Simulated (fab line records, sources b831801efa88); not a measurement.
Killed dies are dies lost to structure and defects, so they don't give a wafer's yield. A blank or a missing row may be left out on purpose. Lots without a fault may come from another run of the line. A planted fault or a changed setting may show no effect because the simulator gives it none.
Which tool did it? | flow sky130 | 24 lots, 72 wafers sampled, at 4 steps of a route of 708

WHAT THE GAUGES READ, wafer by wafer
SKY_POLY_GATE_CD_MEAS_22. Usual: cd_nm 150.1 nm, standard deviation 1.9.
lot  | measured     | on        | cd_nm (nm)        | flag
L074 | day 16 02:30 | cd_sem-02 | 153.6 152.1 152.2 |
L075 | day 16 19:29 | cd_sem-01 | 148.8 151.2 149.0 |
L076 | day 17 07:19 | cd_sem-01 | 149.2 148.6 150.2 |
L077 | day 17 10:47 | cd_sem-02 | 147.6 150.5 148.4 |
L078 | day 17 22:35 | cd_sem-02 | 144.7 146.3 147.7 |
L079 | day 18 07:04 | cd_sem-01 | 148.2 148.4 148.2 |
L080 | day 18 15:20 | cd_sem-01 | 148.6 148.6 148.1 |
L081 | day 19 02:38 | cd_sem-02 | 147.3 150.3 149.9 |
L082 | day 19 08:17 | cd_sem-01 | 150.6 150.1 150.1 |
L083 | day 19 18:39 | cd_sem-01 | 150.5 150.9 152.0 |
L084 | day 20 13:23 | cd_sem-02 | 151.7 153.6 150.3 |
L085 | day 20 15:26 | cd_sem-02 | 152.1 151.8 153.1 |
L086 | day 21 02:11 | cd_sem-02 | 155.0 152.4 153.0 |
L087 | day 21 07:13 | cd_sem-02 | 149.0 149.2 148.0 |
L088 | day 21 18:46 | cd_sem-01 | 150.4 151.0 150.0 |
L089 | day 22 06:37 | cd_sem-01 | 149.8 153.8 150.0 |
L090 | day 22 10:17 | cd_sem-01 | 150.5 150.5 149.3 |
L091 | day 22 22:58 | cd_sem-02 | 151.4 148.5 147.5 |
L092 | day 23 07:07 | cd_sem-02 | 150.5 151.7 151.4 |
L093 | day 23 08:34 | cd_sem-02 | 152.4 153.0 153.8 |
L094 | day 23 18:53 | cd_sem-01 | 148.6 148.6 148.6 |
L095 | day 24 03:08 | cd_sem-02 | 150.6 152.0 147.9 |
L096 | day 24 10:31 | cd_sem-01 | 150.6 148.0 148.2 |
L097 | day 25 08:08 | cd_sem-01 | 151.3 150.1 151.2 |

SKY_METAL1_OVL_MEAS_16. Usual: METAL1_OVL 1 nm, standard deviation 4.5.
lot  | measured     | on         | METAL1_OVL (nm) | flag
L074 | day 32 09:03 | overlay-02 | 4 2 4           |
L075 | day 33 03:49 | overlay-02 | -6 -5 -2        |
L076 | day 33 15:20 | overlay-02 | 1 5 -2          |
L077 | day 34 00:36 | overlay-01 | 3 4 2           |
L078 | day 34 04:01 | overlay-01 | -6 -2 -3        |
L079 | day 34 09:47 | overlay-02 | 2 0 -3          |
L080 | day 34 16:49 | overlay-01 | 1 2 2           |
L081 | day 35 01:49 | overlay-02 | -6 -5 -4        |
L082 | day 35 07:40 | overlay-01 | 0 1 -2          |
L083 | day 35 15:49 | overlay-02 | 0 1 9           |
L084 | day 36 09:25 | overlay-01 | 7 6 5           |
L085 | day 36 09:45 | overlay-02 | -1 6 1          |
L086 | day 36 19:00 | overlay-01 | -7 -4 -3        |
L087 | day 37 01:49 | overlay-02 | 0 1 -2          |
L088 | day 37 10:07 | overlay-02 | -5 5 -6         |
L089 | day 37 21:46 | overlay-01 | -2 -13 -6       |
L090 | day 38 01:11 | overlay-01 | 2 1 0           |
L091 | day 38 10:13 | overlay-01 | -2 -2 -2        |
L092 | day 38 18:30 | overlay-01 | 7 2 8           |
L093 | day 38 20:33 | overlay-02 | 3 -1 -1         |
L094 | day 39 05:15 | overlay-02 | 2 2 3           |
L095 | day 39 10:48 | overlay-02 | 12 10 14        |
L096 | day 39 14:37 | overlay-01 | 2 9 7           |
L097 | day 40 11:55 | overlay-01 | 1 -2 1          |

SKY_METAL2_CD_MEAS_15: target cd 140 nm. Usual: cd_nm 140.1 nm, standard deviation 1.5.
lot  | measured     | on        | cd_nm (nm)        | flag
L074 | day 34 18:10 | cd_sem-01 | 140.4 137.6 137.3 |
L075 | day 35 11:38 | cd_sem-02 | 136.7 139.3 136.8 |
L076 | day 36 00:52 | cd_sem-01 | 139.3 140.5 138.9 |
L077 | day 36 08:20 | cd_sem-01 | 140.7 140.9 140.5 |
L078 | day 36 13:32 | cd_sem-01 | 138.1 138.3 138.4 |
L079 | day 36 17:58 | cd_sem-01 | 139.8 139.8 139.8 |
L080 | day 37 00:41 | cd_sem-02 | 139.5 140.1 140.4 |
L081 | day 37 09:06 | cd_sem-02 | 140.3 140.0 138.8 |
L082 | day 37 16:06 | cd_sem-02 | 142.5 141.2 142.0 |
L083 | day 37 23:00 | cd_sem-02 | 140.5 138.5 140.0 |
L084 | day 38 16:05 | cd_sem-01 | 141.5 139.6 141.5 |
L085 | day 38 17:01 | cd_sem-01 | 142.2 141.3 139.9 |
L086 | day 39 01:26 | cd_sem-02 | 137.0 138.7 139.1 |
L087 | day 39 07:40 | cd_sem-01 | 140.7 138.7 139.6 |
L088 | day 39 14:50 | cd_sem-02 | 139.8 140.2 140.5 |
L089 | day 40 03:19 | cd_sem-02 | 138.2 138.8 140.0 |
L090 | day 40 06:11 | cd_sem-01 | 142.8 140.3 140.4 |
L091 | day 40 14:44 | cd_sem-02 | 140.4 141.5 141.4 |
L092 | day 40 22:19 | cd_sem-02 | 140.4 138.8 140.3 |
L093 | day 41 00:41 | cd_sem-01 | 143.1 141.3 142.1 |
L094 | day 41 10:28 | cd_sem-02 | 139.6 139.4 139.1 |
L095 | day 41 14:26 | cd_sem-02 | 143.0 142.5 143.0 |
L096 | day 41 17:56 | cd_sem-01 | 138.5 139.2 139.2 |
L097 | day 42 14:58 | cd_sem-01 | 139.7 140.9 139.7 |

WHICH TOOL RAN EACH LOT (tool, then ch and the chambers of the sampled wafers, then the start)
lot  | SKY_VIA1_SPUTTER_20
L074 | pvd_sputter-04, day 33 15:06
L075 | pvd_sputter-04, day 34 08:22
L076 | pvd_sputter-04, day 34 21:07
L077 | pvd_sputter-01, day 35 05:52
L078 | pvd_sputter-01, day 35 09:45
L079 | pvd_sputter-01, day 35 14:55
L080 | pvd_sputter-01, day 35 21:18
L081 | pvd_sputter-03, day 36 06:12
L082 | pvd_sputter-03, day 36 12:54
L083 | pvd_sputter-01, day 36 20:09
L084 | pvd_sputter-04, day 37 14:04
L085 | pvd_sputter-03, day 37 14:37
L086 | pvd_sputter-03, day 37 22:49
L087 | pvd_sputter-03, day 38 05:55
L088 | pvd_sputter-03, day 38 14:07
L089 | pvd_sputter-04, day 39 01:54
L090 | pvd_sputter-03, day 39 04:45
L091 | pvd_sputter-01, day 39 13:01
L092 | pvd_sputter-03, day 39 21:16
L093 | pvd_sputter-01, day 39 23:18
L094 | pvd_sputter-01, day 40 08:36
L095 | pvd_sputter-03, day 40 13:25
L096 | pvd_sputter-01, day 40 17:05
L097 | pvd_sputter-04, day 41 14:40
- SKY_VIA1_SPUTTER_20: material TiN, target thk 20 nm, time 80 s.

WHAT THE TOOLS THEMSELVES READ (means of the sampled wafers that have a number; where no wafer has one, the mark that the record gives instead)
SKY_VIA1_SPUTTER_20. Usual: chamber_pressure_pa 5.001 Pa, standard deviation 0.0096; throttle_valve_pct 29.5 %, standard deviation 0.84.
lot  | tool           | chamber_pressure_pa (Pa) | throttle_valve_pct (%) | flag
L074 | pvd_sputter-04 | 5.005                    | 29.7                   |
L075 | pvd_sputter-04 | 5.011                    | 29.9                   |
L076 | pvd_sputter-04 | 5.006                    | 29.4                   |
L077 | pvd_sputter-01 | 5.005                    | 30.1                   |
L078 | pvd_sputter-01 | 4.998                    | 29.8                   |
L079 | pvd_sputter-01 | 5.007                    | 29.9                   |
L080 | pvd_sputter-01 | 4.999                    | 29.9                   |
L081 | pvd_sputter-03 | 5.009                    | 29.1                   |
L082 | pvd_sputter-03 | 4.992                    | 28.1                   |
L083 | pvd_sputter-01 | 4.997                    | 29.5                   |
L084 | pvd_sputter-04 | 5.001                    | 29.1                   |
L085 | pvd_sputter-03 | 4.995                    | 29.7                   |
L086 | pvd_sputter-03 | 4.996                    | 28.9                   |
L087 | pvd_sputter-03 | 4.994                    | 29.2                   |
L088 | pvd_sputter-03 | 4.998                    | 28.5                   |
L089 | pvd_sputter-04 | 4.989                    | 30.0                   |
L090 | pvd_sputter-03 | 4.999                    | 29.7                   |
L091 | pvd_sputter-01 | 5.008                    | 29.8                   |
L092 | pvd_sputter-03 | 5.005                    | 28.6                   |
L093 | pvd_sputter-01 | 5.007                    | 29.9                   |
L094 | pvd_sputter-01 | 4.998                    | 29.7                   |
L095 | pvd_sputter-03 | 5.000                    | 29.3                   |
L096 | pvd_sputter-01 | 5.002                    | 29.7                   |
L097 | pvd_sputter-04 | 4.997                    | 29.9                   |

THE ANSWER, worked out from the rows above alone
Rule: a lot is off if the mean of its wafers that have a number lies more than 3 standard deviations from the usual mean. A lot without any number at a reading at which 4 lots or more have one is off too. The other lots that the step has rows for count as sound. The gauges are gone through in route order, then the tools' own readings, and for those a lot's mean is taken as printed above. The first step at which some lot is off is used, and at that step the reading that is off furthest; a lot without a number counts as furthest.
No lot is off at any reading shown: from this, nothing can be told.

WHAT THE SIMULATOR HAD PUT IN
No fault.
